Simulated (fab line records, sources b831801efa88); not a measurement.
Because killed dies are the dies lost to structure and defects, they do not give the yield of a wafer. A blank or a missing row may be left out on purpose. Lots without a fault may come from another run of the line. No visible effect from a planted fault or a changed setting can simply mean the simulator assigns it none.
fab line records    flow sky130
record: lots: 6  wafers: 18  last-day: 49
route steps=708 shown VIA1@474 METAL2@483 PAD_OPEN@708
lots with no fault: from the same line, run without faults
start-h: hours from the record's first day to the start of the lot's first wafer shown    wait-h: hours since the lot's step before    " unchanged from the row above    L1.1+2: several wafers, shown together as one row    - no value, or no start was given    * or withheld: withheld    < > ~ a bound
route shown NAME@n: names a module that has steps shown in the file, with the first one's number in the route    usual: mean/standard deviation of fault-free wafers    same: alike in all rows    chamber/n: place in a boat    sites: the reading at each site    _std_site: the values' standard deviation    _edge_site: the outer-site mean with the inner-site mean subtracted    radius-mm: how far each site lies from the wafer's centre    mask NAME#n: copy n    behind: the last tool/chamber to shape the wafer    hold: why the lot went on hold/how many hours it stayed there/how the hold came to an end    device: whichever transistor did not switch (one of n, p or np)    end of line: tests of these same wafers at the route's end    where a step has no rows: the recipe by itself    killed: dies lost to structure and defects at the first sort, not the wafer's yield    map: a wafer's dies, marking killed ones x, the rest . and places with no die _
set.NAME: the setting as run; set.NAME@STEP: as run at that earlier step    model.NAME: the simulator's own value behind a step, which no gauge read
certain route steps with their lots: each step a table, each wafer a row
services: when a tool's chamber went out of use (start-h, in hours from the record's first day, below 0 if earlier), for how many hours, and the reason
== steps ==
step: SKY_VIA1_STRIP_16
recipe: chemistry: O2/N2  power-w: 1400  pressure-mtorr: 1500  platen-temp-c: withheld  o2-flow-sccm: 3000  n2-flow-sccm: 300  overash-fraction: 0.5
usual: drypump-motor-current-A: 5.5/0.41  o2-flow-sccm: 2999/9.1  oes-product-au: 0.415/0.0049  strip-time-to-endpoint-s: 4.446/0.023
lot.wafer  tool             chamber  start-h  wait-h  drypump-motor-current-A  o2-flow-sccm  oes-product-au  rf-hours-counter-h  strip-time-to-endpoint-s
L625.1     plasma-asher-02  1        790.98   0.0     5.9                      3015          0.422           67                  4.483
L625.2     "                0        "        "       5.3                      2996          0.419           67                  4.442
L625.4     "                1        "        "       5.9                      2993          0.414           -                   4.460
L626.3     plasma-asher-04  0        802.16   0.1     5.9                      3007          0.413           -                   4.446
L626.4     "                1        "        "       5.0                      2996          0.418           -                   4.459
L626.6     "                0        "        "       5.9                      3004          0.415           -                   4.438
L634.1     plasma-asher-02  0        875.67   0.0     5.3                      2995          0.416           76                  4.441
L634.3     "                0        "        "       5.3                      2999          0.415           -                   4.446
L634.4     "                1        "        "       5.9                      3012          0.420           -                   4.482
L635.1     plasma-asher-02  0        877.67   0.0     5.3                      2991          0.415           76                  4.478
L635.2     "                1        "        "       5.9                      3010          0.412           76                  4.460
L635.6     "                1        "        "       5.9                      2996          0.410           -                   4.448
L642.2     plasma-asher-02  1        929.04   0.0     5.9                      2983          0.414           82                  4.473
L642.4     "                1        "        "       5.9                      3000          0.415           -                   4.400
L642.6     "                1        "        "       5.9                      3002          0.424           -                   4.417
L644.3     plasma-asher-02  0        938.87   0.1     5.3                      3006          0.411           -                   4.424
L644.4     "                1        "        "       5.9                      3000          0.419           -                   4.479
L644.6     "                1        "        "       5.9                      2977          0.415           -                   4.500
step: SKY_VIA1_STRIP_17
recipe: chemistry: post-etch-residue-remover  time-s: 1200  temp-c: 72.5
step: SKY_VIA1_CLEAN_18
recipe: chemistry: IPA  time-s: 180  temp-c: 25
step: SKY_VIA1_CLEAN_19
recipe: chemistry: O3/DIW  dry: n2-spin
step: SKY_VIA1_SPUTTER_20
recipe: material: TiN  target-thk-nm: 20  chamber-pressure-pa: 5  power-w: 4000  time-s: 80
usual: chamber-pressure-pa: 5.001/0.0093  throttle-valve-pct: 30.0/0.94
lot.wafer  tool            chamber  start-h  wait-h  chamber-pressure-pa  throttle-valve-pct
L625.1     pvd-sputter-01  -        791.62   0.0     4.998                29.7
L625.2     "               -        "        "       5.003                31.1
L625.4     "               -        "        "       4.999                30.8
L626.3     pvd-sputter-01  -        802.77   0.0     5.001                29.6
L626.4     "               -        "        "       4.998                29.5
L626.6     "               -        "        "       4.988                31.4
L634.1     pvd-sputter-01  -        876.30   0.0     5.008                29.9
L634.3     "               -        "        "       4.977                31.4
L634.4     "               -        "        "       4.992                29.8
L635.1     pvd-sputter-02  -        878.30   0.0     5.010                29.2
L635.2     "               -        "        "       5.011                29.7
L635.6     "               -        "        "       5.005                29.3
L642.2     pvd-sputter-01  -        929.66   0.0     4.995                30.8
L642.4     "               -        "        "       4.987                29.3
L642.6     "               -        "        "       4.979                29.6
L644.3     pvd-sputter-03  -        939.44   0.0     4.991                29.0
L644.4     "               -        "        "       4.993                28.3
L644.6     "               -        "        "       4.998                29.0
step: SKY_VIA1_CVD_21
recipe: material: W  target-thk-nm: 270  time-s: 80.902  temp-c: 400  pressure-torr: 40
usual: chamber-pressure-Torr: 40.00/0.088  heater-power-w: 897/110
lot.wafer  tool      chamber  start-h  wait-h  chamber-pressure-Torr  heater-power-w
L625.1     cvd-w-01  1        791.68   0.0     39.79                  1100
L625.2     "         0        "        "       40.03                  765
L625.4     "         1        "        "       39.91                  1092
L626.3     cvd-w-02  0        802.86   0.1     40.10                  830
L626.4     "         1        "        "       39.98                  899
L626.6     "         0        "        "       40.15                  885
L634.1     cvd-w-01  1        876.37   0.0     40.02                  1121
L634.3     "         0        "        "       40.07                  769
L634.4     "         1        "        "       39.96                  1100
L635.1     cvd-w-02  1        878.38   0.0     40.04                  915
L635.2     "         0        "        "       39.93                  866
L635.6     "         1        "        "       40.15                  887
L642.2     cvd-w-02  0        929.72   0.0     39.99                  880
L642.4     "         1        "        "       40.08                  916
L642.6     "         0        "        "       40.13                  865
L644.3     cvd-w-02  1        939.53   0.1     40.04                  930
L644.4     "         0        "        "       39.79                  845
L644.6     "         1        "        "       39.97                  905
step: SKY_VIA1_RS_MEAS_22
recipe: thk-meas-gauge: four-point-probe  reads: W_of_VIA1_CVD_21+TiN_of_VIA1_SPUTTER_20
usual: VIA1_W_RS: 0.430/0.0047
lot.wafer  tool           chamber  start-h  wait-h  VIA1_W_RS[ohm/sq]
L625.1     film-metro-02  -        791.77   0.1     0.428
L625.2     "              -        "        "       0.432
L625.4     "              -        "        "       0.428
L626.3     film-metro-02  -        802.96   0.1     0.430
L626.4     "              -        "        "       0.428
L626.6     "              -        "        "       0.427
L634.1     film-metro-01  -        876.46   0.1     0.428
L634.3     "              -        "        "       0.431
L634.4     "              -        "        "       0.434
L635.1     film-metro-01  -        878.47   0.1     0.432
L635.2     "              -        "        "       0.436
L635.6     "              -        "        "       0.425
L642.2     film-metro-04  -        929.83   0.1     0.429
L642.4     "              -        "        "       0.426
L642.6     "              -        "        "       0.434
L644.3     film-metro-01  -        939.63   0.1     0.432
L644.4     "              -        "        "       0.434
L644.6     "              -        "        "       0.432
step: SKY_VIA1_THK_MEAS_23
recipe: thk-meas-gauge: xrf  reads: W_of_VIA1_CVD_21
usual: VIA1_W_THK: 273/3.7
lot.wafer  tool           chamber  start-h  wait-h  VIA1_W_THK[nm]
L625.1     film-metro-02  -        791.89   0.1     274
L625.2     "              -        "        "       273
L625.4     "              -        "        "       275
L626.3     film-metro-02  -        803.06   0.1     274
L626.4     "              -        "        "       275
L626.6     "              -        "        "       277
L634.1     film-metro-01  -        876.58   0.1     272
L634.3     "              -        "        "       268
L634.4     "              -        "        "       268
L635.1     film-metro-01  -        878.59   0.1     268
L635.2     "              -        "        "       265
L635.6     "              -        "        "       273
L642.2     film-metro-04  -        929.94   0.1     273
L642.4     "              -        "        "       275
L642.6     "              -        "        "       271
L644.3     film-metro-01  -        939.73   0.1     273
L644.4     "              -        "        "       272
L644.6     "              -        "        "       271
step: SKY_VIA1_CMP_24
recipe: stop-on: SiO2  t-overpolish-s: 15  down-force-psi: 3.5  platen-rpm: 60  target-thk-nm: 0  pad-velocity-m-s: 0.94248
step: SKY_METAL2_SPUTTER_00
recipe: material: Ti  target-thk-nm: 15  power-w: 3000  time-s: 10  chamber-pressure-pa: 0.4
step: SKY_METAL2_SPUTTER_01
recipe: material: TiN  target-thk-nm: 20  power-w: 6500  time-s: 16.7  chamber-pressure-pa: 0.4
step: SKY_METAL2_SPUTTER_02
recipe: material: AlCu  target-thk-nm: 250  power-w: 10600  time-s: 13.3  chamber-pressure-pa: 0.4
usual: chamber-pressure-pa: 0.3999/0.00089  throttle-valve-pct: 29.8/1
lot.wafer  tool            chamber  start-h  wait-h  chamber-pressure-pa  throttle-valve-pct
L625.1     pvd-sputter-04  -        792.30   0.0     0.3996               30.1
L625.2     "               -        "        "       0.4007               30.9
L625.4     "               -        "        "       0.4005               28.1
L626.3     pvd-sputter-03  -        803.45   0.0     0.4004               28.8
L626.4     "               -        "        "       0.4007               29.0
L626.6     "               -        "        "       0.3986               28.8
L634.1     pvd-sputter-04  -        876.99   0.0     0.4009               30.2
L634.3     "               -        "        "       0.4007               30.8
L634.4     "               -        "        "       0.4007               28.3
L635.1     pvd-sputter-04  -        879.00   0.0     0.4003               30.8
L635.2     "               -        "        "       0.4008               28.5
L635.6     "               -        "        "       0.4011               31.0
L642.2     pvd-sputter-01  -        930.34   0.0     0.4002               29.8
L642.4     "               -        "        "       0.4013               29.7
L642.6     "               -        "        "       0.3994               29.4
L644.3     pvd-sputter-01  -        940.12   0.0     0.3985               31.5
L644.4     "               -        "        "       0.3995               30.8
L644.6     "               -        "        "       0.3996               29.6
step: SKY_METAL2_SPUTTER_03
recipe: material: Ti  target-thk-nm: 5  power-w: 3000  time-s: 3.3  chamber-pressure-pa: 0.4
usual: chamber-pressure-pa: 0.4000/0.00085  throttle-valve-pct: 29.8/1
lot.wafer  tool            chamber  start-h  wait-h  chamber-pressure-pa  throttle-valve-pct  model.Ti_of_METAL2_SPUTTER_03.thk-nm
L625.1     pvd-sputter-04  -        792.32   0.0     0.4003               30.1                4.901
L625.2     "               -        "        "       0.4017               31.0                4.996
L625.4     "               -        "        "       0.3981               28.5                4.974
L626.3     pvd-sputter-03  -        803.47   0.0     0.3999               28.3                5.074
L626.4     "               -        "        "       0.4018               29.0                4.979
L626.6     "               -        "        "       0.3999               29.2                4.992
L634.1     pvd-sputter-04  -        877.01   0.0     0.2984               35.3                4.992
L634.3     "               -        "        "       0.2977               35.8                5.057
L634.4     "               -        "        "       0.2976               33.0                5.014
L635.1     pvd-sputter-04  -        879.02   0.0     0.2975               36.0                5.128
L635.2     "               -        "        "       0.2961               32.8                5.163
L635.6     "               -        "        "       0.2978               36.0                5.237
L642.2     pvd-sputter-01  -        930.36   0.0     0.3987               29.7                4.886
L642.4     "               -        "        "       0.3996               29.7                5.099
L642.6     "               -        "        "       0.3990               29.8                4.896
L644.3     pvd-sputter-01  -        940.15   0.0     0.4005               31.1                4.931
L644.4     "               -        "        "       0.3983               30.8                5.046
L644.6     "               -        "        "       0.4001               29.7                4.819
step: SKY_METAL2_SPUTTER_04
recipe: material: TiN  target-thk-nm: 70  power-w: 6500  time-s: 58.3  chamber-pressure-pa: 0.4
usual: chamber-pressure-pa: 0.4000/0.00077  throttle-valve-pct: 29.8/1
lot.wafer  tool            chamber  start-h  wait-h  chamber-pressure-pa  throttle-valve-pct
L625.1     pvd-sputter-04  -        792.34   0.0     0.4012               29.9
L625.2     "               -        "        "       0.3993               31.1
L625.4     "               -        "        "       0.4000               28.4
L626.3     pvd-sputter-03  -        803.49   0.0     0.4001               28.3
L626.4     "               -        "        "       0.4004               29.3
L626.6     "               -        "        "       0.4001               28.8
L634.1     pvd-sputter-04  -        877.03   0.0     0.3994               30.2
L634.3     "               -        "        "       0.3987               31.2
L634.4     "               -        "        "       0.4005               28.3
L635.1     pvd-sputter-04  -        879.04   0.0     0.3992               30.6
L635.2     "               -        "        "       0.4014               28.3
L635.6     "               -        "        "       0.3990               31.0
L642.2     pvd-sputter-01  -        930.38   0.0     0.3999               29.7
L642.4     "               -        "        "       0.4009               29.7
L642.6     "               -        "        "       0.3988               29.8
L644.3     pvd-sputter-01  -        940.17   0.0     0.3992               31.3
L644.4     "               -        "        "       0.3993               30.8
L644.6     "               -        "        "       0.3987               29.6
step: SKY_PAD_OPEN_PROBE_99
usual: defect-limited-yield: 82.3/1.9  killed_at_M0_to_M3: 44/7.6  killed_at_M4_up: 3.2/1.7  killed-at-contacts: 24/5.7  killed-at-front-end: 16/3.9  killed-at-other: 0.2/0.45  killed-dies: 87/9.5  killed-open: 47/6.9  killed-short: 40/5.8  sort_bin_3_pad_short: 0.9/0.4  sort_bin_5_function: 10.4/1.4  sort_bin_6_memory: 6.4/1.1  sort-n-pass: 405/9.5  sort-yield-pct: 82.3/1.9
same: gross-dies: 492  killed-at-back-side: 0  sort_bin_4_leakage[%]: 0  sort_bin_8_speed[%]: 0
lot.wafer  tool       chamber  start-h  wait-h  defect-limited-yield[%]  killed_at_M0_to_M3  killed_at_M4_up  killed-at-contacts  killed-at-front-end  killed-at-other  killed-dies  killed-open  killed-short  sort_bin_3_pad_short[%]  sort_bin_5_function[%]  sort_bin_6_memory[%]  sort-n-pass  sort-yield-pct[%]
L625.1     prober-02  -        1073.56  0.1     83.3                     42                  2                22                  16                   0                82           47           35            0.6                      10.6                    5.5                   410          83.3
L625.2     prober-02  -        1073.61  0.1     82.3                     49                  1                19                  18                   0                87           53           34            0.6                      10.6                    6.5                   405          82.3
L625.4     prober-02  -        1073.71  0.2     82.3                     43                  2                21                  20                   1                87           43           44            0.8                      10.6                    6.3                   405          82.3
L634.1     prober-01  -        1132.14  0.1     86.4                     33                  1                20                  13                   0                67           36           31            0.8                      8.5                     4.3                   425          86.4
L634.3     prober-01  -        1132.24  0.2     85.8                     34                  3                15                  18                   0                70           40           30            0.6                      8.5                     5.1                   422          85.8
L634.4     prober-01  -        1132.29  0.2     83.1                     47                  3                18                  15                   0                83           45           38            1.0                      9.8                     6.1                   409          83.1
L635.1     prober-02  -        1137.18  0.1     84.6                     35                  4                21                  16                   0                76           45           31            0.4                      9.6                     5.5                   416          84.6
L635.2     prober-02  -        1137.23  0.1     85.4                     42                  0                17                  12                   1                72           36           36            0.6                      8.1                     5.9                   420          85.4
L635.6     prober-02  -        1137.43  0.2     79.3                     59                  7                17                  19                   0                102          48           54            0.6                      13.0                    7.1                   390          79.3
L642.2     prober-01  -        1179.00  0.1     82.5                     52                  3                16                  15                   0                86           45           41            1.2                      8.3                     7.9                   406          82.5
L642.4     prober-01  -        1179.10  0.2     81.5                     41                  4                26                  19                   1                91           54           37            0.8                      11.0                    6.7                   401          81.5
L642.6     prober-01  -        1179.20  0.2     80.3                     41                  5                32                  19                   0                97           56           41            0.8                      12.6                    6.3                   395          80.3
killed by level:class
L625.1 CONTACT:geometric-particle:open=11 VIA3:geometric-particle:open=10 VIA1:geometric-particle:open=8 LI_CONTACT:geometric-particle:open=5 VIA2:geometric-particle:open=5 VIA1:geometric-particle:short=5 POLY_GATE:geometric-particle:short=4 FIELD_ISO:geometric-particle:short=3
L625.2 VIA2:geometric-particle:open=10 VIA1:geometric-particle:open=10 LI_CONTACT:geometric-particle:open=9 FIELD_ISO:geometric-particle:short=7 FIELD_ISO:geometric-particle:open=6 VIA2:geometric-particle:short=6 VIA3:geometric-particle:open=6 CONTACT:geometric-particle:open=4
L625.4 FIELD_ISO:geometric-particle:short=8 VIA1:geometric-particle:open=8 LI_CONTACT:geometric-particle:open=7 CONTACT:geometric-particle:open=6 VIA3:geometric-particle:open=5 VIA2:geometric-particle:open=5 METAL1:geometric-particle:short=5 POLY_GATE:geometric-particle:short=4
L634.1 LI_CONTACT:geometric-particle:open=8 CONTACT:geometric-particle:short=6 FIELD_ISO:geometric-particle:short=5 VIA1:geometric-particle:open=5 VIA2:geometric-particle:open=5 VIA1:geometric-particle:short=4 METAL2:geometric-particle:short=4 VIA3:geometric-particle:open=4
L634.3 VIA1:geometric-particle:open=8 CONTACT:geometric-particle:open=6 FIELD_ISO:geometric-particle:open=5 LI_CONTACT:geometric-particle:open=4 METAL2:geometric-particle:short=4 VIA2:geometric-particle:short=4 METAL3:geometric-particle:short=4 FIELD_ISO:geometric-particle:short=3
L634.4 VIA1:geometric-particle:open=11 VIA3:geometric-particle:open=8 LI_CONTACT:geometric-particle:open=7 METAL1:geometric-particle:short=6 FIELD_ISO:geometric-particle:open=5 CONTACT:geometric-particle:short=5 VIA1:geometric-particle:short=4 VIA2:geometric-particle:open=4
L635.1 VIA1:geometric-particle:open=9 LI_CONTACT:geometric-particle:open=8 VIA2:geometric-particle:open=7 FIELD_ISO:geometric-particle:open=5 POLY_GATE:geometric-particle:short=4 CONTACT:geometric-particle:open=4 LOCAL_INTERCONNECT:geometric-particle:short=4 VIA1:geometric-particle:short=4
L635.2 VIA1:geometric-particle:open=13 VIA2:geometric-particle:open=7 FIELD_ISO:geometric-particle:short=5 VIA2:geometric-particle:short=5 METAL3:geometric-particle:short=5 CONTACT:geometric-particle:open=4 LI_CONTACT:geometric-particle:open=4 METAL2:geometric-particle:short=4
L635.6 METAL1:geometric-particle:short=9 VIA1:geometric-particle:open=9 VIA3:geometric-particle:open=9 VIA1:geometric-particle:short=8 FIELD_ISO:geometric-particle:open=7 VIA2:geometric-particle:open=6 CONTACT:geometric-particle:open=6 METAL2:geometric-particle:short=6
L642.2 VIA1:geometric-particle:open=12 CONTACT:geometric-particle:open=8 VIA2:geometric-particle:open=7 METAL1:geometric-particle:short=7 VIA1:geometric-particle:short=5 POLY_GATE:geometric-particle:short=5 VIA3:geometric-particle:open=5 VIA2:geometric-particle:short=5
L642.4 VIA3:geometric-particle:open=10 CONTACT:geometric-particle:open=10 VIA1:geometric-particle:open=9 CONTACT:geometric-particle:short=6 POLY_GATE:geometric-particle:short=5 LI_CONTACT:geometric-particle:open=5 METAL1:geometric-particle:short=5 POLY_GATE:geometric-particle:open=4
L642.6 LI_CONTACT:geometric-particle:open=11 CONTACT:geometric-particle:open=11 VIA2:geometric-particle:open=10 VIA3:geometric-particle:open=8 VIA1:geometric-particle:open=6 POLY_GATE:geometric-particle:short=5 LOCAL_INTERCONNECT:geometric-particle:short=4 CONTACT:geometric-particle:short=4
== services ==
tool            chamber  start-h  hours  kind
cvd-w-02        1        785.29   1.9    repair
pvd-sputter-01  -        785.73   0.7    repair
cvd-w-02        0        796.21   1.2    repair
cvd-w-01        -        800.73   6.9    pm
cvd-w-02        -        821.80   2.8    pm
pvd-sputter-01  1        824.53   -      consumable-replace:kit
pvd-sputter-01  1        824.53   18.0   scheduled-down
pvd-sputter-01  1        824.53   18.0   vent-cycle
pvd-sputter-04  1        825.00   -      consumable-replace:kit
pvd-sputter-04  1        825.00   18.0   scheduled-down
pvd-sputter-04  1        825.00   18.0   vent-cycle
pvd-sputter-02  -        827.26   11.6   repair
pvd-sputter-01  -        836.39   6.2    repair
pvd-sputter-02  -        840.67   1.2    repair
pvd-sputter-02  -        868.18   2.4    repair
pvd-sputter-02  -        880.20   4.8    repair
pvd-sputter-04  -        890.21   0.9    repair
pvd-sputter-04  -        890.26   5.2    repair
pvd-sputter-04  -        894.11   5.4    repair
cvd-w-01        -        904.00   14.0   pm
cvd-w-01        0        904.00   14.0   vent-cycle
cvd-w-01        1        904.00   14.0   vent-cycle
pvd-sputter-02  -        931.67   1.4    repair
cvd-w-01        0        935.34   7.3    repair
== key ==
first-sign: step: SKY_METAL2_SPUTTER_03  reading: chamber-pressure-pa  direction: down  sigmas: 99+  usual: 0.4000  struck: 0.2975
effect: step: SKY_METAL2_SPUTTER_03  reading: throttle-valve-pct  direction: up  sigmas: 5  usual: 29.8  struck: 34.8
model-effect: step: SKY_METAL2_SPUTTER_03  value: Ti_of_METAL2_SPUTTER_03.thk-nm  without: 4.904  struck: 5.099
met-at SKY_METAL2_SPUTTER_03
struck-wafers L634.1,L634.3,L634.4,L635.1,L635.2,L635.6
onset-between 792.32 877.01
fault: kind: process-parameter-drift  tool: pvd-sputter-04  chamber: -  onset-h: 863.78  steps: SKY_METAL2_SPUTTER_03  channel: chamber-pressure-pa  offset: -0.10272  shape: step  end-h: 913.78  acts-in: these-recipes-only  stated: 0.4
